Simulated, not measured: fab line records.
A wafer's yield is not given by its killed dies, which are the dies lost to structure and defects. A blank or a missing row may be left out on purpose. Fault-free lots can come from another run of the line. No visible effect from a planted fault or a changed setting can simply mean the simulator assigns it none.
A lot that was struck, set against a sound lot || flow gf180mcu || 17 steps out of a route of 602
Sound: these wafers, L117.1, L117.3, L117.4. Wafers struck: L130.3, L130.4, L130.5. The cause is named last.
For every step that has rows: the tool of each side, followed by ch and its chambers, followed by its first start. Under that, the readings that differ: sound wafers || struck wafers || difference of the means || sigmas: that difference in standard deviations of wafers without a fault.
alike: readings with means less than 2 such deviations apart, plus words and numbers identical on both sides. not compared: withheld readings, readings lacking a value on some wafer, bounds such as >300 that could conceal the same value, and numbers that have no deviation in the record and whose values overlap.
The two part at a step that has a row with sigmas, a row that says differs or no value, or rows on one side only. Non-overlapping numbers with no deviation appear without sigmas and do not part them. Lack of a reading on every wafer of one side parts them only where that side has two or more wafers.

GF_SAB_STRIP_13: strips in O2/N2.
  sound on plasma-asher-02 ch 0,1, day 16 04:44; struck on plasma-asher-03 ch 0,1, day 21 03:48
  alike: chamber-pressure-mTorr, drypump-motor-current-A, heater-power-w, oes-product-au, strip-time-to-endpoint-s
  not compared: rf-hours-counter-h
then, 2 steps without rows for these wafers: GF_SALICIDE_CLEAN_00 (cleans in SC1/SC2, time 150 s); GF_SALICIDE_WET_ETCH_01 (etches SiO2 in dHF, target depth 5 nm, time 100 s).
GF_SALICIDE_SPUTTER_02: material Co, target thk 10 nm, time 20 s.
  struck on pvd-sputter-01, day 21 03:58; sound on pvd-sputter-01, day 16 04:55
  alike: throttle-valve-pct
GF_SALICIDE_SPUTTER_03: material TiN, target thk 20 nm, time 16.7 s.
  struck on pvd-sputter-01, day 21 03:59; sound on pvd-sputter-01, day 16 04:56
  alike: throttle-valve-pct
GF_SALICIDE_RS_MEAS_04: a four-point-probe measurement.
  struck on film-metro-02, day 21 04:03; sound on film-metro-03, day 16 04:58
{"reading": "SALICIDE_TIN_RS (ohm/sq)", "sound": "16.57 16.77 16.60", "struck": "15.92 15.84 15.86", "difference": -0.77, "sigmas": -3}
GF_SALICIDE_THK_MEAS_05: measures by xrf.
  struck on film-metro-02, day 21 04:09; sound on film-metro-03, day 16 05:05
  alike: SALICIDE_TIN_THK
GF_SALICIDE_RTA_06: time 30 s.
  sound on rtp-anneal-01 ch 0, day 16 05:09; struck on rtp-anneal-02 ch 0, day 21 04:14
{"reading": "lamp-power-pct (%)", "sound": "5.95 5.95 5.94", "struck": "6.33 6.34 6.33", "difference": "+0.39", "sigmas": "+2"}
  alike: wafer_temp_C_max
then, 1 step without rows for these wafers: GF_SALICIDE_WET_ETCH_07 (etches the open film in SPM, target depth 120 nm).
GF_SALICIDE_RTA_08: time 30 s.
  sound on rtp-anneal-02 ch 0, day 16 05:20; struck on rtp-anneal-01 ch 0, day 21 04:26
{"reading": "lamp-power-pct (%)", "sound": "17.6 17.6 17.6", "struck": "16.5 16.5 16.5", "difference": -1.1, "sigmas": -2}
  alike: wafer_temp_C_max
then, 1 step without rows for these wafers: GF_CONTACT_CVD_00 (deposits SiO2, target thk 300 nm, time 50 s).
GF_CONTACT_THK_MEAS_01:
  struck on film-metro-01, day 21 04:34; sound on film-metro-02, day 16 05:29
  alike: CONTACT_CVD_00_THK
GF_CONTACT_CVD_02: deposits SiO2 from TEOS, target thk 860 nm, time 95.992 s.
  sound on pecvd-01 ch 0,1,2, day 16 05:32; struck on pecvd-01 ch 0,2, day 21 04:36
{"reading": "model.SiO2_of_CONTACT_CVD_02.thk-nm (nm)", "sound": "839.1 850.2 860.2", "struck": "931.2 948 953.5", "difference": "+94.4", "sigmas": ""}
  alike: heater-power-w
GF_CONTACT_THK_MEAS_03:
  struck on film-metro-02, day 21 04:41; sound on film-metro-04, day 16 05:37
{"reading": "CONTACT_CVD_02_THK (nm)", "sound": "839 850 860", "struck": "931 947 953", "difference": "+94", "sigmas": "+8"}
GF_CONTACT_CMP_04: polishes SiO2.
  sound on cmp-01 ch 1,2,3, day 16 05:43; struck on cmp-01 ch 2,3, day 21 04:47
{"reading": "time-to-endpoint-s (s)", "sound": "98 109 116", "struck": "130 128 131", "difference": "+22", "sigmas": "+3"}
  alike: motor-current-A
GF_CONTACT_BOW_MEAS_05:
  struck on film-metro-02, day 21 05:04; sound on film-metro-01, day 16 05:58
  alike: CONTACT_BOW
next, for these wafers, 1 step has no rows: GF_PASSIVATION_PROBE_99.

## WHERE THEY PART
First at GF_SALICIDE_RS_MEAS_04; last, within this record, at GF_CONTACT_CMP_04. Later steps at which nothing parts them and some readings are alike: GF_CONTACT_BOW_MEAS_05.

WHY: what had been put in by the simulator
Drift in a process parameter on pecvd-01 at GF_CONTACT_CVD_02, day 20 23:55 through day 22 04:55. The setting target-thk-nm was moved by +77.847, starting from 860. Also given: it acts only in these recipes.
